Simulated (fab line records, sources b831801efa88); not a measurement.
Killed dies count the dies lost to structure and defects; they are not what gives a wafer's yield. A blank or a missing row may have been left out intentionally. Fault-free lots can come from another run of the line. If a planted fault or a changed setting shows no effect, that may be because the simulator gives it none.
Problem report, 8D (eight disciplines) form, completed by code + flow sky130 + the parts of the form that need people (team, actions taken, sign-off) are left out

## 1. WHAT IS WRONG
Wafers without a fault read 44, standard deviation 6; killed_at_M0_to_M3 at SKY_PAD_OPEN_PROBE_99 reads a mean of 88 on 5 wafers belonging to 2 lots. Measured from the usual mean, that is +7.4 standard deviations.
The first sign was on wafer L562.1 at day 49 17:01, on prober-01. The record holds 6 wafers of 2 lots with a number at this step. Rule for "out", or "out of limits": more than 4 standard deviations from the usual mean. The rest of the wafers with a number are treated as sound.

## 2. WHAT IT IS, AND WHAT IT ISN'T
| question                    | is                                     | is not                                                                                               |
|-----------------------------|----------------------------------------|------------------------------------------------------------------------------------------------------|
| which readings at this step | killed_at_M0_to_M3                     | killed_at_M4_up, killed-at-contacts, killed-at-front-end, killed-at-other, killed-open, killed-short |
| which lots                  | L562, L565                             | -                                                                                                    |
| which wafers of those lots  | L562.1, L562.3, L562.6, L565.1, L565.6 | L565.5                                                                                               |
| read on which tools         | prober-01, prober-02                   | -                                                                                                    |
| when                        | from day 49 17:01                      | up to then (0 sound wafers); but 1 sound wafer of L565 came after                                    |

## 3. WHAT RULES OUT EACH SUSPECT
Counting: a tool at a process step up to the reading stays a suspect if it ran every lot that is out. Sound lots after the first of them don't rule it out here, since some wafers of a struck lot are sound.
- rie-metal-04 at SKY_METAL3_ETCH_16 (etches BARC in N2/H2, stops on SiO2, time 88.2 s, target depth 60 nm): kept. It ran every lot that is out, first L562 (day 43 09:15).
- rie-diel-03 at SKY_VIA4_ETCH_12 (etches SiO2 in C4F8/O2/Ar, stops on TiN, target depth 580 nm): kept. It ran every lot that is out, first L562 (day 47 04:17).
- The sound lot-mates ran in chamber 0 of rie-metal-04 at SKY_METAL3_ETCH_16, but the wafers that are out ran in chamber 1.
What counting leaves: rie-metal-04 at SKY_METAL3_ETCH_16 and rie-diel-03 at SKY_VIA4_ETCH_12.

## 4. THE CAUSE (what the simulator had put in)
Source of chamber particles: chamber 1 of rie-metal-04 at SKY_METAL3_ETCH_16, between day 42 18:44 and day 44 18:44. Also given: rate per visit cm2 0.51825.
This tool is one of the 2 suspects left after counting.

## 5. THE CHAIN OF EFFECTS, in route order
Each row: a reading where the mean over the struck wafers with a number is more than 3 standard deviations away from the usual. Readings are gone through only where the record gives a usual standard deviation; hours: the median, over the lots, of the time from a lot's start at the first step in this table giving one to that lot's start at this step; sigmas: the change measured in usual standard deviations.
| hours | step                  | reading              | usual  | on struck wafers | change | sigmas |
|-------|-----------------------|----------------------|--------|------------------|--------|--------|
| 0     | SKY_PAD_OPEN_PROBE_99 | defect-limited-yield | 82.4 % | 74.4             | -8.0   | -4.4   |
| 0     | SKY_PAD_OPEN_PROBE_99 | killed_at_M0_to_M3   | 44     | 88               | +44    | +7.4   |
| 0     | SKY_PAD_OPEN_PROBE_99 | killed-dies          | 87     | 126              | +39    | +4.5   |
| 0     | SKY_PAD_OPEN_PROBE_99 | sort_bin_5_function  | 10.5 % | 16.8             | +6.3   | +4.2   |
| 0     | SKY_PAD_OPEN_PROBE_99 | sort-n-pass          | 405    | 366              | -39    | -4.5   |
| 0     | SKY_PAD_OPEN_PROBE_99 | sort-yield-pct       | 82.4 % | 74.4             | -8.0   | -4.4   |
Its process steps:
- SKY_PAD_OPEN_PROBE_99

## 6. WHAT WOULD HAVE CAUGHT IT SOONER
In this record the first reading out of limits was taken at day 49 17:01, 166 hours after the fault began at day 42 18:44.
No tool reading at SKY_METAL3_ETCH_16 that has a usual standard deviation in the record was out on any struck wafer, so an alarm limit of 4 standard deviations on those readings would not have fired.
By day 49 17:01, every lot that is out (2) had started SKY_METAL3_ETCH_16 on rie-metal-04. None of them would have been spared by holding the tool at that moment.
